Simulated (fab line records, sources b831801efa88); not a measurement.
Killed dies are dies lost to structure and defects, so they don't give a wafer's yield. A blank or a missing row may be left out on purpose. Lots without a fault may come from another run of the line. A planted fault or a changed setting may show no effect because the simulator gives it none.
fab line records | flow sky130 | part 1 of 2: steps 1 to 29 of 40
record lots=5 wafers=15 last_day=48
route steps=708 shown METAL3@571 VIA3@573 METAL4@598 CAP2M@603
lots that met no fault: from a run of the same line without faults
start_h: hours from the record's first day to the start of the lot's first wafer shown | wait_h: hours since the lot's step before | " the same as in the row above | L1.1+2: a row that stands for several wafers | - no value, or no start given | * or withheld: withheld | < > ~ a bound
route shown NAME@n: a module of which the file shows steps, and the number in the route of the first | usual: mean/standard deviation of fault-free wafers | same: alike in all rows | chamber/n: place in a boat | sites: the reading at each site | _std_site: their standard deviation | _edge_site: outer sites' mean less inner sites' | radius_mm: how far each site lies from the wafer's centre | mask NAME#n: copy n | behind: the tool/chamber that last shaped the wafer | hold: why the lot was held/for how many hours/how that ended | device: the transistor (n, p or np) that didn't switch | end of line: the same wafers' tests at the end of the route | a step without rows: its recipe alone | killed: dies lost to structure and defects at the first sort, not the wafer's yield | map: a wafer's dies, x killed, . not, _ none there
set.NAME: the setting as run; set.NAME@STEP: as run at that earlier step | model.NAME: the simulator's own value behind a step, which no gauge read
lots at some steps of the route; a table a step, a row a wafer
services: from which hour (start_h, from the record's first day; less than 0 if before it) a tool's chamber was out of use, for how many hours, and why
## steps
# step SKY_METAL3_CLEAN_21
# recipe chemistry=IPA time_s=180 temp_c=25
# columns lot.wafer tool chamber start_h wait_h
L076.1+3+6 wet_bench-04 3 950.54 0.0
L077.1+4+5 wet_bench-04 1 960.57 0.0
L078.1+3+5 wet_bench-04 1 961.22 0.0
L080.3+5+6 wet_bench-04 1 965.12 0.0
L081.1+3+5 wet_bench-01 1 967.27 0.0
# step SKY_METAL3_CLEAN_22
# recipe chemistry=O3/DIW dry=n2_spin
# columns lot.wafer tool chamber start_h wait_h
L076.1+3+6 wet_bench-04 2 950.60 0.0
L077.1+4+5 wet_bench-01 0 960.63 0.0
L078.1+3+5 wet_bench-01 0 961.28 0.0
L080.3+5+6 wet_bench-02 1 965.18 0.0
L081.1+3+5 wet_bench-02 1 967.33 0.0
# step SKY_VIA3_HDPCVD_00
# recipe material=SiO2 target_thk_nm=1635 sigma_open_frac=0.3 time_s=272.5 temp_c=400 sih4_flow_sccm=60 pressure_mtorr=6
# columns lot.wafer tool chamber start_h wait_h
L076.1+3+6 hdpcvd-01 0,2,1 950.69 0.0
L077.1+4+5 hdpcvd-01 2,2,1 960.72 0.0
L078.1+3+5 hdpcvd-01 0,2,0 961.37 0.0
L080.3+5+6 hdpcvd-01 1,0,2 965.27 0.0
L081.1+3+5 hdpcvd-02 0,1,2 967.42 0.0
# step SKY_VIA3_THK_MEAS_01
# recipe reads=SiO2_of_VIA3_HDPCVD_00
# usual VIA3_HDPCVD_THK=1636/20
# columns lot.wafer tool chamber start_h wait_h VIA3_HDPCVD_THK[nm]
L076.1 film_metro-03 - 950.86 0.1 1644
L076.3 " - " " 1641
L076.6 " - " " 1634
L077.1 film_metro-02 - 960.89 0.1 1626
L077.4 " - " " 1633
L077.5 " - " " 1620
L078.1 film_metro-02 - 961.54 0.1 1646
L078.3 " - " " 1632
L078.5 " - " " 1641
L080.3 film_metro-03 - 965.46 0.1 1618
L080.5 " - " " 1643
L080.6 " - " " 1665
L081.1 film_metro-04 - 967.59 0.1 1627
L081.3 " - " " 1620
L081.5 " - " " 1641
# step SKY_VIA3_CMP_02
# recipe material=SiO2 down_force_psi=4 platen_rpm=60 pad_velocity_m_s=0.94248
# usual motor_current_A=12.4/1
# columns lot.wafer tool chamber start_h wait_h motor_current_A
L076.1 cmp-02 0 950.92 0.1 11.1
L076.3 " 2 " " 12.9
L076.6 " 1 " " 12.1
L077.4 cmp-01 1 961.00 0.1 11.3
L077.1 " 3 " " 12.4
L077.5 " 0 " " 13.5
L078.3 cmp-02 3 961.60 0.0 12.6
L078.1 " 1 " " 12.1
L078.5 " 0 " " 11.2
L080.3 cmp-01 2 965.55 0.1 13.7
L080.5 " 1 " " 10.4
L080.6 " 2 " " 14.0
L081.3 cmp-02 2 967.65 0.0 13.4
L081.1 " 3 " " 12.5
L081.5 " 3 " " 12.3
# step SKY_VIA3_BOW_MEAS_03
# recipe mode=bow
# usual VIA3_BOW=79/7.6
# columns lot.wafer tool chamber start_h wait_h VIA3_BOW[um]
L076.1 film_metro-02 - 951.22 0.2 72
L076.3 " - " " 71
L076.6 " - " " 75
L077.1 film_metro-04 - 961.25 0.1 84
L077.4 " - " " 84
L077.5 " - " " 84
L078.1 film_metro-04 - 961.90 0.1 83
L078.3 " - " " 85
L078.5 " - " " 84
L080.3 film_metro-02 - 965.84 0.2 82
L080.5 " - " " 85
L080.6 " - " " 74
L081.1 film_metro-04 - 967.95 0.2 71
L081.3 " - " " 78
L081.5 " - " " 63
# step SKY_VIA3_DEHYDRATE_04
# recipe temp_c=200 time_s=60
# usual heater_power_total_W=160.37/0.13
# columns lot.wafer tool chamber start_h wait_h heater_power_total_W
L076.1 litho_track-03 0 963.72 12.5 160.57
L076.3 " 0 " " 160.17
L076.6 " 0 " " 160.34
L077.1 litho_track-03 0 973.27 12.0 160.35
L077.4 " 0 " " 160.44
L077.5 " 0 " " 160.23
L078.1 litho_track-02 0 974.05 12.1 160.42
L078.3 " 0 " " 160.19
L078.5 " 0 " " 160.26
L080.3 litho_track-03 0 977.27 11.4 160.62
L080.5 " 0 " " 160.39
L080.6 " 0 " " 160.47
L081.1 litho_track-03 0 979.52 11.6 160.26
L081.3 " 0 " " 160.42
L081.5 " 0 " " 160.14
# step SKY_VIA3_HMDS_05
# recipe prime_time_s=60 prime_temp_c=120
# columns lot.wafer tool chamber start_h wait_h
L076.1+3+6 litho_track-03 0 963.87 0.1
L077.1+4+5 litho_track-03 0 973.42 0.1
L078.1+3+5 litho_track-02 0 974.20 0.1
L080.3+5+6 litho_track-03 0 977.42 0.1
L081.1+3+5 litho_track-03 0 979.67 0.1
# step SKY_VIA3_COAT_06
# recipe resist=BARC temp_c=withheld time_s=withheld spin_rpm=3000 resist_thk_nm=60
# columns lot.wafer tool chamber start_h wait_h
L076.1+3+6 litho_track-03 0 964.02 0.1
L077.1+4+5 litho_track-03 0 973.57 0.1
L078.1+3+5 litho_track-02 0 974.35 0.1
L080.3+5+6 litho_track-03 0 977.57 0.1
L081.1+3+5 litho_track-03 0 979.82 0.1
# step SKY_VIA3_COAT_07
# recipe resist=KrF-thick spin_rpm=3000 resist_thk_nm=450
# columns lot.wafer tool chamber start_h wait_h
L076.1+3+6 litho_track-03 0 - -
L077.1+4+5 litho_track-03 0 - -
L078.1+3+5 litho_track-02 0 - -
L080.3+5+6 litho_track-03 0 - -
L081.1+3+5 litho_track-03 0 - -
# step SKY_VIA3_SOFTBAKE_08
# recipe temp_c=100 time_s=90 resist=KrF-thick
# usual heater_power_total_W=57.36/0.11
# columns lot.wafer tool chamber start_h wait_h heater_power_total_W
L076.1 litho_track-03 0 - - 57.31
L076.3 " 0 " " 57.22
L076.6 " 0 " " 57.17
L077.1 litho_track-03 0 - - 57.32
L077.4 " 0 " " 57.42
L077.5 " 0 " " 57.33
L078.1 litho_track-02 0 - - 57.23
L078.3 " 0 " " 57.42
L078.5 " 0 " " 57.24
L080.3 litho_track-03 0 - - 57.47
L080.5 " 0 " " 57.41
L080.6 " 0 " " 57.29
L081.1 litho_track-03 0 - - 57.53
L081.3 " 0 " " 57.28
L081.5 " 0 " " 57.54
# step SKY_VIA3_EXPOSE_09
# recipe mask_id=VIM3 na=0.8 source_shape=annular sigma_inner=0.55 sigma_outer=0.85 target_cd_nm=200 dose_mj=38
# usual reticle_temp_C=23.02/0.11
# same sigma_inner=0.55
# columns lot.wafer tool chamber start_h wait_h mask reticle_temp_C
L076.1 krf_scanner-02 0 - - VIM3#0 23.09
L076.3 " 0 " " VIM3#0 23.01
L076.6 " 0 " " VIM3#0 23.04
L077.1 krf_scanner-01 0 - - VIM3#0 23.03
L077.4 " 0 " " VIM3#0 23.19
L077.5 " 0 " " VIM3#0 23.06
L078.1 krf_scanner-01 0 - - VIM3#0 22.98
L078.3 " 0 " " VIM3#0 23.19
L078.5 " 0 " " VIM3#0 23.17
L080.3 krf_scanner-01 0 - - VIM3#0 22.87
L080.5 " 0 " " VIM3#0 22.84
L080.6 " 0 " " VIM3#0 23.02
L081.1 krf_scanner-01 0 - - VIM3#0 23.18
L081.3 " 0 " " VIM3#0 23.09
L081.5 " 0 " " VIM3#0 23.27
# step SKY_VIA3_PEB_10
# recipe peb_temp_c=withheld peb_time_s=withheld resist=KrF-thick
# columns lot.wafer tool chamber start_h wait_h
L076.1+3+6 litho_track-04 0 - -
L077.1+4+5 litho_track-04 0 - -
L078.1+3+5 litho_track-04 0 - -
L080.3+5+6 litho_track-04 0 - -
L081.1+3+5 litho_track-04 0 - -
# step SKY_VIA3_DEVELOP_11
# recipe develop_time_s=60 resist=KrF-thick dev_temp_c=21
# columns lot.wafer tool chamber start_h wait_h
L076.1+3+6 litho_track-04 0 - -
L077.1+4+5 litho_track-04 0 - -
L078.1+3+5 litho_track-04 0 - -
L080.3+5+6 litho_track-04 0 - -
L081.1+3+5 litho_track-04 0 - -
# step SKY_VIA3_CD_MEAS_12
# recipe target_cd_nm=200
# usual cd_nm=200.4/1.2
# columns lot.wafer tool chamber start_h wait_h cd_nm
L076.1 cd_sem-01 - 976.72 - 202.3
L076.3 " - " " 201.6
L076.6 " - " " 202.5
L077.1 cd_sem-02 - 986.87 - 200.4
L077.4 " - " " 201.5
L077.5 " - " " 201.6
L078.1 cd_sem-01 - 988.02 - 199.9
L078.3 " - " " 199.5
L078.5 " - " " 199.5
L080.3 cd_sem-01 - 990.81 - 200.9
L080.5 " - " " 201.0
L080.6 " - " " 200.0
L081.1 cd_sem-02 - 993.37 - 201.3
L081.3 " - " " 201.1
L081.5 " - " " 201.7
# step SKY_VIA3_OVL_MEAS_13
# usual VIA3_OVL=1/5.7
# columns lot.wafer tool chamber start_h wait_h VIA3_OVL[nm]
L076.1 overlay-01 - 976.84 0.1 -3
L076.3 " - " " -13
L076.6 " - " " -10
L077.1 overlay-01 - 986.99 0.1 13
L077.4 " - " " 4
L077.5 " - " " 0
L078.1 overlay-02 - 988.14 0.1 4
L078.3 " - " " 12
L078.5 " - " " 12
L080.3 overlay-02 - 990.90 0.1 -12
L080.5 " - " " -1
L080.6 " - " " -5
L081.1 overlay-01 - 993.49 0.1 11
L081.3 " - " " 12
L081.5 " - " " 13
# step SKY_VIA3_ETCH_14
# recipe chemistry=N2/H2 target=BARC ion_energy_ev=200 source_w=500 bias_w=100 pressure_mtorr=30 n2_flow_sccm=100 h2_flow_sccm=200 stop_on=SiO2 time_s=45.9 target_depth_a=600
# usual chamber_pressure_mTorr=30.003/0.027 drypump_motor_current_A=5.9/0.63 oes_product_au=0.854/0.0047 throttle_valve_pct=13.226/0.0088
# columns lot.wafer tool chamber start_h wait_h chamber_pressure_mTorr drypump_motor_current_A oes_product_au rf_hours_counter_h throttle_valve_pct
L076.1 rie_diel-03 3 976.88 0.0 29.965 6.3 0.851 27 13.239
L076.3 " 0 " " 30.013 5.4 0.855 3 13.206
L076.6 " 2 " " 29.995 4.9 0.857 - 13.238
L077.1 rie_diel-04 0 987.03 0.0 29.994 5.6 0.851 2 13.221
L077.4 " 2 " " 30.024 6.6 0.853 - 13.233
L077.5 " 0 " " 30.004 5.7 0.851 - 13.227
L078.1 rie_diel-03 2 988.18 0.0 29.982 5.0 0.855 13 13.223
L078.3 " 1 " " 29.945 6.5 0.856 17 13.222
L078.5 " 1 " " 30.025 6.5 0.858 - 13.204
L080.3 rie_diel-03 3 990.93 0.0 30.012 6.3 0.852 28 13.233
L080.5 " 1 " " 30.001 6.5 0.859 - 13.217
L080.6 " 0 " " 30.027 5.3 0.865 - 13.235
L081.1 rie_diel-01 2 993.53 0.0 30.035 5.5 0.854 21 13.225
L081.3 " 0 " " 29.996 5.2 0.851 17 13.235
L081.5 " 0 " " 30.019 5.2 0.852 - 13.214
# step SKY_VIA3_ETCH_15
# recipe target=SiO2 chemistry=C4F8/O2/Ar target_depth_nm=507 stop_on=TiN mask_material=KrF-thick source_w=1500 bias_w=1200 pressure_mtorr=40 c4f8_flow_sccm=withheld O2_flow_sccm=6 Ar_flow_sccm=300 time_s=78
# usual chamber_pressure_mTorr=40.00/0.036 oes_product_au=0.946/0.0048
# columns lot.wafer tool chamber start_h wait_h chamber_pressure_mTorr oes_product_au rf_hours_counter_h
L076.1 rie_diel-03 3 976.92 0.0 40.03 0.940 27
L076.3 " 0 " " 39.92 0.941 3
L076.6 " 2 " " 40.06 0.953 -
L077.1 rie_diel-04 0 987.07 0.0 40.00 0.942 2
L077.4 " 2 " " 40.03 0.942 -
L077.5 " 0 " " 40.02 0.949 -
L078.1 rie_diel-03 2 988.22 0.0 40.05 0.945 13
L078.3 " 1 " " 40.00 0.947 17
L078.5 " 1 " " 40.04 0.946 -
L080.3 rie_diel-03 3 990.97 0.0 40.07 0.945 28
L080.5 " 1 " " 40.03 0.943 -
L080.6 " 0 " " 39.95 0.944 -
L081.1 rie_diel-01 2 993.57 0.0 40.00 0.948 21
L081.3 " 0 " " 40.01 0.948 17
L081.5 " 0 " " 39.96 0.945 -
# step SKY_VIA3_STRIP_16
# recipe chemistry=O2/N2 power_w=1400 pressure_mtorr=1500 platen_temp_c=withheld o2_flow_sccm=3000 n2_flow_sccm=300 overash_fraction=0.5
# usual chamber_pressure_mTorr=1500.2/1.5 drypump_motor_current_A=5.63/0.25 o2_flow_sccm=2999/9.1 oes_product_au=0.403/0.0045 strip_time_to_endpoint_s=4.13/0.04
# columns lot.wafer tool chamber start_h wait_h chamber_pressure_mTorr drypump_motor_current_A o2_flow_sccm oes_product_au rf_hours_counter_h strip_time_to_endpoint_s
L076.1 plasma_asher-04 0 976.98 0.0 1500.4 5.80 2997 0.395 84 4.13
L076.3 " 1 " " 1500.8 5.84 2990 0.405 - 4.11
L076.6 " 0 " " 1498.2 5.80 2997 0.409 - 4.14
L077.1 plasma_asher-03 0 987.13 0.0 1499.6 5.45 2997 0.404 107 4.18
L077.4 " 0 " " 1501.9 5.47 2978 0.403 - 4.11
L077.5 " 0 " " 1501.2 5.46 2983 0.403 - 4.16
L078.1 plasma_asher-04 0 988.28 0.0 1500.0 5.81 3007 0.408 86 4.21
L078.3 " 1 " " 1502.1 5.79 2994 0.402 - 4.15
L078.5 " 0 " " 1497.4 5.78 3008 0.411 - 4.16
L080.3 plasma_asher-03 0 991.06 0.1 1501.1 5.45 3000 0.404 - 4.17
L080.5 " 1 " " 1497.5 5.11 3005 0.408 - 4.17
L080.6 " 0 " " 1498.4 5.44 2997 0.395 - 4.14
L081.1 plasma_asher-03 0 993.63 0.0 1500.8 5.45 3006 0.396 108 4.11
L081.3 " 0 " " 1500.3 5.45 3009 0.401 - 4.12
L081.5 " 1 " " 1500.4 5.13 2993 0.400 - 4.11
# step SKY_VIA3_STRIP_17
# recipe chemistry=post_etch_residue_remover time_s=1200 temp_c=72.5
# columns lot.wafer tool chamber start_h wait_h
L076.1+3+6 wet_bench-02 0 977.08 0.1
L077.1+4+5 wet_bench-02 2 987.23 0.1
L078.1+3+5 wet_bench-02 0 988.38 0.1
L080.3+5+6 wet_bench-03 1 991.13 0.0
L081.1+3+5 wet_bench-03 3 993.73 0.1
# step SKY_VIA3_CLEAN_18
# recipe chemistry=IPA time_s=180 temp_c=25
# columns lot.wafer tool chamber start_h wait_h
L076.1+3+6 wet_bench-03 3 977.42 0.0
L077.1+4+5 wet_bench-04 0 987.57 0.0
L078.1+3+5 wet_bench-04 2 988.72 0.0
L080.3+5+6 wet_bench-02 3 991.47 0.0
L081.1+3+5 wet_bench-03 2 994.07 0.0
# step SKY_VIA3_CLEAN_19
# recipe chemistry=O3/DIW dry=n2_spin
# columns lot.wafer tool chamber start_h wait_h
L076.1+3+6 wet_bench-04 1 977.48 0.0
L077.1+4+5 wet_bench-03 3 987.63 0.0
L078.1+3+5 wet_bench-03 0 988.78 0.0
L080.3+5+6 wet_bench-03 3 991.53 0.0
L081.1+3+5 wet_bench-03 2 994.13 0.0
# step SKY_VIA3_SPUTTER_20
# recipe material=TiN target_thk_nm=20 chamber_pressure_pa=5 power_w=4000 time_s=80
# usual throttle_valve_pct=29.7/1.3
# columns lot.wafer tool chamber start_h wait_h throttle_valve_pct
L076.1 pvd_sputter-01 - 977.57 0.0 29.3
L076.3 " - " " 28.8
L076.6 " - " " 28.1
L077.1 pvd_sputter-02 - 987.72 0.0 29.8
L077.4 " - " " 30.2
L077.5 " - " " 29.8
L078.1 pvd_sputter-04 - 988.87 0.0 29.7
L078.3 " - " " 29.6
L078.5 " - " " 29.2
L080.3 pvd_sputter-04 - 991.62 0.0 32.9
L080.5 " - " " 29.5
L080.6 " - " " 32.5
L081.1 pvd_sputter-01 - 994.22 0.0 28.8
L081.3 " - " " 29.2
L081.5 " - " " 28.3
# step SKY_VIA3_CVD_21
# recipe material=W target_thk_nm=390 time_s=117.31 temp_c=400 pressure_torr=40
# usual heater_power_w=845/95
# columns lot.wafer tool chamber start_h wait_h heater_power_w
L076.1 cvd_w-01 1 977.63 0.0 740
L076.3 " 0 " " 967
L076.6 " 0 " " 959
L077.1 cvd_w-01 1 987.79 0.0 742
L077.4 " 1 " " 740
L077.5 " 0 " " 997
L078.1 cvd_w-02 1 988.94 0.0 873
L078.3 " 0 " " 775
L078.5 " 1 " " 881
L080.3 cvd_w-02 0 991.73 0.1 776
L080.5 " 1 " " 866
L080.6 " 0 " " 759
L081.1 cvd_w-01 1 994.28 0.0 729
L081.3 " 0 " " 985
L081.5 " 0 " " 973
# step SKY_VIA3_RS_MEAS_22
# recipe thk_meas_gauge=four-point-probe reads=W_of_VIA3_CVD_21+TiN_of_VIA3_SPUTTER_20
# usual VIA3_W_RS=0.296/0.0031
# columns lot.wafer tool chamber start_h wait_h VIA3_W_RS[ohm/sq]
L076.1 film_metro-02 - 977.75 0.1 0.297
L076.3 " - " " 0.294
L076.6 " - " " 0.292
L077.1 film_metro-04 - 987.91 0.1 0.293
L077.4 " - " " 0.296
L077.5 " - " " 0.288
L078.1 film_metro-02 - 989.06 0.1 0.297
L078.3 " - " " 0.298
L078.5 " - " " 0.297
L080.3 film_metro-02 - 991.85 0.1 0.296
L080.5 " - " " 0.300
L080.6 " - " " 0.297
L081.1 film_metro-03 - 994.40 0.1 0.295
L081.3 " - " " 0.292
L081.5 " - " " 0.289
# step SKY_VIA3_THK_MEAS_23
# recipe thk_meas_gauge=xrf reads=W_of_VIA3_CVD_21
# usual VIA3_W_THK=378/5
# columns lot.wafer tool chamber start_h wait_h VIA3_W_THK[nm]
L076.1 film_metro-02 - 977.87 0.1 371
L076.3 " - " " 374
L076.6 " - " " 373
L077.1 film_metro-04 - 988.03 0.1 379
L077.4 " - " " 379
L077.5 " - " " 384
L078.1 film_metro-02 - 989.18 0.1 374
L078.3 " - " " 371
L078.5 " - " " 372
L080.3 film_metro-02 - 991.95 0.1 374
L080.5 " - " " 368
L080.6 " - " " 373
L081.1 film_metro-03 - 994.52 0.1 378
L081.3 " - " " 383
L081.5 " - " " 385
# step SKY_VIA3_CMP_24
# recipe stop_on=SiO2 t_overpolish_s=20 down_force_psi=3.5 platen_rpm=60 target_thk_nm=0 pad_velocity_m_s=0.94248
# usual motor_current_A=11.4/0.93 overpolish_run_s=20.000/0.0095 time_to_endpoint_s=95/6.4
# columns lot.wafer tool chamber start_h wait_h motor_current_A overpolish_run_s time_to_endpoint_s
L076.1 cmp-01 3 977.98 0.1 11.6 19.997 90
L076.3 " 0 " " 12.3 19.997 95
L076.6 " 3 " " 10.4 19.998 86
L077.4 cmp-02 3 988.09 0.0 11.4 19.996 94
L077.1 " 1 " " 11.5 20.015 106
L077.5 " 3 " " 11.7 19.992 95
L078.3 cmp-01 3 989.29 0.1 10.6 20.009 93
L078.1 " 0 " " 12.3 19.991 95
L078.5 " 2 " " 12.2 19.995 102
L080.3 cmp-02 0 992.09 0.1 10.3 20.011 96
L080.5 " 2 " " 12.8 19.997 90
L080.6 " 3 " " 11.5 19.998 88
L081.3 cmp-01 3 994.58 0.0 10.9 20.007 92
L081.1 " 2 " " 12.8 20.005 97
L081.5 " 3 " " 11.4 20.013 91
# step SKY_METAL4_SPUTTER_00
# recipe material=Ti target_thk_nm=15 power_w=3000 time_s=10 chamber_pressure_pa=0.4
# usual throttle_valve_pct=29.8/1.2
# columns lot.wafer tool chamber start_h wait_h throttle_valve_pct
L076.1 pvd_sputter-04 - 978.23 0.2 29.3
L076.3 " - " " 29.6
L076.6 " - " " 32.7
L077.1 pvd_sputter-03 - 988.39 0.1 30.2
L077.4 " - " " 28.0
L077.5 " - " " 28.1
L078.1 pvd_sputter-01 - 989.54 0.1 28.4
L078.3 " - " " 29.0
L078.5 " - " " 28.2
L080.3 pvd_sputter-04 - 992.29 0.1 29.8
L080.5 " - " " 29.4
L080.6 " - " " 29.7
L081.1 pvd_sputter-01 - 994.88 0.1 29.9
L081.3 " - " " 28.6
L081.5 " - " " 29.4
# step SKY_METAL4_SPUTTER_01
# recipe material=TiN target_thk_nm=20 power_w=6500 time_s=16.7 chamber_pressure_pa=0.4
# usual throttle_valve_pct=29.8/1.2
# columns lot.wafer tool chamber start_h wait_h throttle_valve_pct
L076.1 pvd_sputter-04 - 978.26 0.0 29.3
L076.3 " - " " 29.7
L076.6 " - " " 32.7
L077.1 pvd_sputter-03 - 988.41 0.0 30.1
L077.4 " - " " 28.3
L077.5 " - " " 28.2
L078.1 pvd_sputter-01 - 989.56 0.0 28.0
L078.3 " - " " 29.0
L078.5 " - " " 28.2
L080.3 pvd_sputter-04 - 992.31 0.0 29.5
L080.5 " - " " 29.3
L080.6 " - " " 29.6
L081.1 pvd_sputter-01 - 994.91 0.0 29.7
L081.3 " - " " 28.7
L081.5 " - " " 29.1
